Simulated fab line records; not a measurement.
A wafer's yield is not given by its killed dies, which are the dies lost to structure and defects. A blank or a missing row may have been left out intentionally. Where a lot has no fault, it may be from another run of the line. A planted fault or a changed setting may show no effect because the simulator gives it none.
fab line records    flow gf180mcu
record lots=13  wafers=38  last_day=34
route steps=602 shown HV_LDD@183 PSD@261 NSD@262 CONTACT@290
lots untouched by any fault: they come from a run of this same line in which no faults occurred
start_h: hours from the record's opening day to when the first of the lot's shown wafers began    wait_h: how many hours have passed since the lot's step before this one    " identical to the entry in the row above    L1.1+2: a single row standing in for several wafers    - no value, or no start given    * or withheld: withheld    < > ~ a bound
route shown NAME@n: names a module that has steps shown in the file, with the first one's number in the route    usual: the fault-free wafers' mean and standard deviation    same: alike in all rows    chamber/n: place in a boat    sites: per-site readings    _std_site: how widely they spread, as a standard deviation    _edge_site: the outer-site mean with the inner-site mean subtracted    radius_mm: for every site, how far away it sits from the centre of the wafer    mask NAME#n: copy n    behind: the last tool/chamber to shape the wafer    hold: why the lot was held/for how many hours/how that ended    device: the transistor (n, p or np) that didn't switch    end of line: tests run on the same wafers once the route is complete    a step given without rows: its recipe and nothing more    killed: not the wafer's yield, but the dies lost to structure and defects at the first sort    map: a wafer's dies, x killed, . not, _ none there
set.NAME: the setting the step ran with; set.NAME@STEP: the setting that earlier step ran with    model.NAME: the simulator's own value behind a step, which no gauge read
one table for each step of the route and one row for each wafer, over a sample of lots
services: a tool's chamber out of use, with start hour (start_h, from the record's first day; less than 0 if before it), hours out, and reason
## steps
# step GF_HV_LDD_CD_MEAS_07
# recipe target_cd_nm=400
# usual cd_nm=400.1/1.9
lot.wafer  tool       chamber  start_h  wait_h  cd_nm
L787.2     cd_sem-02  -        216.77   0.1     401.8
L787.4     "          -        "        "       403.1
L787.5     "          -        "        "       401.2
L789.1     cd_sem-01  -        231.71   0.1     397.3
L789.2     "          -        "        "       396.8
L789.5     "          -        "        "       397.7
L790.1     cd_sem-02  -        236.66   0.1     399.0
L790.3     "          -        "        "       398.3
L790.5     "          -        "        "       398.0
L791.1     cd_sem-02  -        248.86   0.1     399.0
L791.4     "          -        "        "       398.9
L791.5     "          -        "        "       402.6
L794.3     cd_sem-01  -        267.31   0.2     401.6
L794.5     "          -        "        "       402.6
L794.6     "          -        "        "       402.0
L795.2     cd_sem-01  -        274.61   0.1     401.3
L795.3     "          -        "        "       400.4
L795.6     "          -        "        "       400.7
L797.1     cd_sem-01  -        284.70   0.1     399.9
L797.2     "          -        "        "       399.3
L797.5     "          -        "        "       398.6
L798.1     cd_sem-01  -        301.59   0.1     399.3
L798.2     "          -        "        "       400.0
L798.3     "          -        "        "       398.3
L799.1     cd_sem-01  -        307.60   0.1     399.9
L799.2     "          -        "        "       397.8
L799.4     "          -        "        "       397.6
L800.1     cd_sem-02  -        311.19   0.1     402.5
L800.4     "          -        "        "       401.9
L800.5     "          -        "        "       403.1
L801.3     cd_sem-02  -        319.94   0.1     398.8
L801.5     "          -        "        "       398.5
L809.3     cd_sem-02  -        376.68   0.1     399.4
L809.5     "          -        "        "       398.8
L809.6     "          -        "        "       398.9
L810.2     cd_sem-02  -        386.92   0.1     401.2
L810.4     "          -        "        "       403.9
L810.5     "          -        "        "       402.5
# step GF_PSD_RTA_13
# recipe temp_c=1025  time_s=20  ambient=N2
# usual lamp_power_pct=34.4/2.3  run_length_s=48.58/0.29  wafer_temp_C_max=1028.6/0.68
lot.wafer  tool           chamber  start_h  wait_h  lamp_power_pct  run_length_s  wafer_temp_C_max
L787.2     rtp_anneal-02  0        317.48   0.0     32.5            48.97         1029.6
L787.4     "              0        "        "       32.5            48.62         1027.8
L787.5     "              0        "        "       32.4            48.71         1028.4
L789.1     rtp_anneal-01  0        336.27   0.0     37.1            48.19         1027.6
L789.2     "              0        "        "       37.1            48.24         1028.4
L789.5     "              0        "        "       37.2            48.34         1027.3
L790.1     rtp_anneal-02  0        340.67   0.0     32.4            48.65         1029.3
L790.3     "              0        "        "       32.4            48.63         1028.6
L790.5     "              0        "        "       32.4            48.81         1029.4
L791.1     rtp_anneal-01  0        352.62   0.0     37.1            48.14         1028.1
L791.4     "              0        "        "       37.1            48.27         1028.3
L791.5     "              0        "        "       37.2            48.22         1028.3
L794.3     rtp_anneal-01  0        376.70   0.0     37.1            48.34         1028.4
L794.5     "              0        "        "       37.1            48.17         1028.0
L794.6     "              0        "        "       37.1            48.20         1028.4
L795.2     rtp_anneal-02  0        385.23   0.0     32.4            49.07         1028.6
L795.3     "              0        "        "       32.4            48.63         1028.6
L795.6     "              0        "        "       32.4            48.96         1028.0
L797.1     rtp_anneal-02  0        397.04   0.0     32.4            48.78         1028.1
L797.2     "              0        "        "       32.4            49.04         1029.2
L797.5     "              0        "        "       32.4            48.74         1028.8
L798.1     rtp_anneal-02  0        418.02   0.0     32.4            48.74         1029.3
L798.2     "              0        "        "       32.5            48.77         1027.9
L798.3     "              0        "        "       32.4            48.69         1031.6
L799.1     rtp_anneal-02  0        423.07   0.0     32.4            48.72         1029.2
L799.2     "              0        "        "       32.4            45.29         1029.0
L799.4     "              0        "        "       32.4            48.73         1028.3
L800.1     rtp_anneal-02  0        427.82   0.0     32.4            48.92         1028.5
L800.4     "              0        "        "       32.4            48.64         1028.0
L800.5     "              0        "        "       32.3            44.90         1027.6
L801.3     rtp_anneal-02  0        437.29   0.0     32.4            48.82         1029.5
L801.5     "              0        "        "       32.4            44.96         1029.3
L809.3     rtp_anneal-02  0        499.80   0.0     32.4            48.59         1028.0
L809.5     "              0        "        "       32.4            48.69         1028.7
L809.6     "              0        "        "       32.4            48.62         1028.2
L810.2     rtp_anneal-02  0        510.73   0.0     32.4            48.71         1029.0
L810.4     "              0        "        "       32.4            48.59         1028.1
L810.5     "              0        "        "       32.5            48.59         1029.4
# step GF_PSD_RS_MEAS_14
# recipe thk_meas_gauge=four-point-probe
# usual NSD_RS=46.12/0.081
lot.wafer  tool           chamber  start_h  wait_h  NSD_RS[ohm/sq]
L787.2     film_metro-02  -        317.57   0.1     46.14
L787.4     "              -        "        "       46.16
L787.5     "              -        "        "       46.05
L789.1     film_metro-04  -        336.35   0.1     46.09
L789.2     "              -        "        "       46.10
L789.5     "              -        "        "       46.08
L790.1     film_metro-01  -        340.76   0.1     46.25
L790.3     "              -        "        "       46.14
L790.5     "              -        "        "       46.03
L791.1     film_metro-01  -        352.71   0.1     46.02
L791.4     "              -        "        "       46.01
L791.5     "              -        "        "       46.01
L794.3     film_metro-02  -        376.79   0.1     46.26
L794.5     "              -        "        "       46.10
L794.6     "              -        "        "       46.21
L795.2     film_metro-01  -        385.32   0.1     46.07
L795.3     "              -        "        "       46.04
L795.6     "              -        "        "       46.06
L797.1     film_metro-04  -        397.13   0.1     46.13
L797.2     "              -        "        "       46.18
L797.5     "              -        "        "       46.03
L798.1     film_metro-04  -        418.10   0.1     46.28
L798.2     "              -        "        "       46.23
L798.3     "              -        "        "       46.23
L799.1     film_metro-01  -        423.15   0.1     46.14
L799.2     "              -        "        "       46.97
L799.4     "              -        "        "       45.95
L800.1     film_metro-02  -        427.90   0.1     46.01
L800.4     "              -        "        "       46.03
L800.5     "              -        "        "       47.02
L801.3     film_metro-02  -        437.39   0.1     46.11
L801.5     "              -        "        "       47.15
L809.3     film_metro-02  -        499.90   0.1     46.04
L809.5     "              -        "        "       46.14
L809.6     "              -        "        "       46.16
L810.2     film_metro-02  -        510.82   0.1     46.16
L810.4     "              -        "        "       46.24
L810.5     "              -        "        "       46.26
# step GF_PSD_RS_MEAS_15
# recipe thk_meas_gauge=four-point-probe
# usual PSD_RS=108.5/0.3
lot.wafer  tool           chamber  start_h  wait_h  PSD_RS[ohm/sq]
L787.2     film_metro-02  -        317.69   0.1     108.2
L787.4     "              -        "        "       108.6
L787.5     "              -        "        "       108.2
L789.1     film_metro-04  -        336.47   0.1     108.3
L789.2     "              -        "        "       108.2
L789.5     "              -        "        "       108.3
L790.1     film_metro-01  -        340.88   0.1     108.8
L790.3     "              -        "        "       108.3
L790.5     "              -        "        "       108.4
L791.1     film_metro-01  -        352.83   0.1     108.4
L791.4     "              -        "        "       108.5
L791.5     "              -        "        "       108.2
L794.3     film_metro-02  -        376.91   0.1     108.6
L794.5     "              -        "        "       108.8
L794.6     "              -        "        "       108.6
L795.2     film_metro-01  -        385.44   0.1     108.2
L795.3     "              -        "        "       108.4
L795.6     "              -        "        "       108.3
L797.1     film_metro-04  -        397.25   0.1     108.7
L797.2     "              -        "        "       108.3
L797.5     "              -        "        "       108.4
L798.1     film_metro-04  -        418.22   0.1     109.0
L798.2     "              -        "        "       108.5
L798.3     "              -        "        "       108.7
L799.1     film_metro-01  -        423.27   0.1     108.3
L799.2     "              -        "        "       110.7
L799.4     "              -        "        "       108.1
L800.1     film_metro-02  -        428.02   0.1     108.6
L800.4     "              -        "        "       108.4
L800.5     "              -        "        "       110.9
L801.3     film_metro-02  -        437.51   0.1     108.4
L801.5     "              -        "        "       111.4
L809.3     film_metro-02  -        500.02   0.1     108.5
L809.5     "              -        "        "       108.3
L809.6     "              -        "        "       108.5
L810.2     film_metro-02  -        510.94   0.1     108.6
L810.4     "              -        "        "       108.6
L810.5     "              -        "        "       108.9
# step GF_CONTACT_THK_MEAS_03
# recipe reads=SiO2_of_CONTACT_CVD_02
# usual CONTACT_CVD_02_THK=861/13
lot.wafer  tool           chamber  start_h  wait_h  CONTACT_CVD_02_THK[nm]
L787.2     film_metro-02  -        340.71   0.0     858
L787.4     "              -        "        "       868
L787.5     "              -        "        "       890
L789.1     film_metro-03  -        359.36   0.0     865
L789.2     "              -        "        "       862
L789.5     "              -        "        "       879
L790.1     film_metro-04  -        363.45   0.0     854
L790.3     "              -        "        "       853
L790.5     "              -        "        "       864
L791.1     film_metro-03  -        375.95   0.0     872
L791.4     "              -        "        "       881
L791.5     "              -        "        "       882
L794.3     film_metro-04  -        400.43   0.1     846
L794.5     "              -        "        "       854
L794.6     "              -        "        "       860
L795.2     film_metro-02  -        409.76   0.0     850
L795.3     "              -        "        "       840
L795.6     "              -        "        "       862
L797.1     film_metro-02  -        422.00   0.0     846
L797.2     "              -        "        "       847
L797.5     "              -        "        "       860
L798.1     film_metro-03  -        443.13   0.0     853
L798.2     "              -        "        "       860
L798.3     "              -        "        "       854
L799.1     film_metro-03  -        449.33   0.0     844
L799.2     "              -        "        "       849
L799.4     "              -        "        "       857
L800.1     film_metro-02  -        453.25   0.0     859
L800.4     "              -        "        "       885
L800.5     "              -        "        "       870
L801.3     film_metro-04  -        462.96   0.1     854
L801.5     "              -        "        "       873
L809.3     film_metro-04  -        524.60   0.1     870
L809.5     "              -        "        "       879
L809.6     "              -        "        "       858
L810.2     film_metro-02  -        535.06   0.1     843
L810.4     "              -        "        "       845
L810.5     "              -        "        "       839
# step GF_CONTACT_BOW_MEAS_05
# recipe mode=bow
# usual CONTACT_BOW=65/7.7
lot.wafer  tool           chamber  start_h  wait_h  CONTACT_BOW[um]
L787.2     film_metro-04  -        341.08   0.1     56
L787.4     "              -        "        "       43
L787.5     "              -        "        "       67
L789.1     film_metro-02  -        359.72   0.1     66
L789.2     "              -        "        "       76
L789.5     "              -        "        "       60
L790.1     film_metro-04  -        363.81   0.1     66
L790.3     "              -        "        "       72
L790.5     "              -        "        "       65
L791.1     film_metro-02  -        376.31   0.2     69
L791.4     "              -        "        "       65
L791.5     "              -        "        "       58
L794.3     film_metro-04  -        400.81   0.2     70
L794.5     "              -        "        "       62
L794.6     "              -        "        "       62
L795.2     film_metro-04  -        410.13   0.1     71
L795.3     "              -        "        "       82
L795.6     "              -        "        "       77
L797.1     film_metro-04  -        422.36   0.2     70
L797.2     "              -        "        "       58
L797.5     "              -        "        "       64
L798.1     film_metro-03  -        443.49   0.1     63
L798.2     "              -        "        "       61
L798.3     "              -        "        "       63
L799.1     film_metro-04  -        449.69   0.2     63
L799.2     "              -        "        "       64
L799.4     "              -        "        "       70
L800.1     film_metro-04  -        453.61   0.1     70
L800.4     "              -        "        "       70
L800.5     "              -        "        "       70
L801.3     film_metro-04  -        463.34   0.2     75
L801.5     "              -        "        "       71
L809.3     film_metro-02  -        524.98   0.1     70
L809.5     "              -        "        "       60
L809.6     "              -        "        "       55
L810.2     film_metro-02  -        535.43   0.2     58
L810.4     "              -        "        "       61
L810.5     "              -        "        "       66
## services
tool           chamber  start_h  hours  kind
rtp_anneal-01  -        450.14   2.0    repair
## key
first_sign step=GF_PSD_RTA_13  reading=run_length_s  direction=down  sigmas=12  usual=*  struck=*
effect step=GF_PSD_RS_MEAS_14  reading=NSD_RS  direction=up  sigmas=11  usual=46.12  struck=47.05
effect step=GF_PSD_RS_MEAS_15  reading=PSD_RS  direction=up  sigmas=8.2  usual=108.5  struck=111.0
met_at GF_PSD_RTA_13
struck_lots L799,L800,L801
struck_wafers L799.2,L800.5,L801.5
tester_left_out L799,L800,L801
not_acting_at GF_HV_LDD_CD_MEAS_07,GF_CONTACT_THK_MEAS_03,GF_CONTACT_BOW_MEAS_05
onset_between 418.02 423.07
fault kind=process_parameter_drift  tool=rtp_anneal-02  chamber=-  onset_h=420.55  steps=GF_PSD_RTA_13  channel=time_s  offset=*  shape=step  end_h=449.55  scope=struck_wafers_only  acts_in=*  stated=*
# tester_left_out: of these lots the tester's yield and bins aren't shown, on N5 and GAA mostly nor the transistor test; their killed dies are dies lost to structure and defects alone, not to doping, threshold or leakage, so they don't give the yield
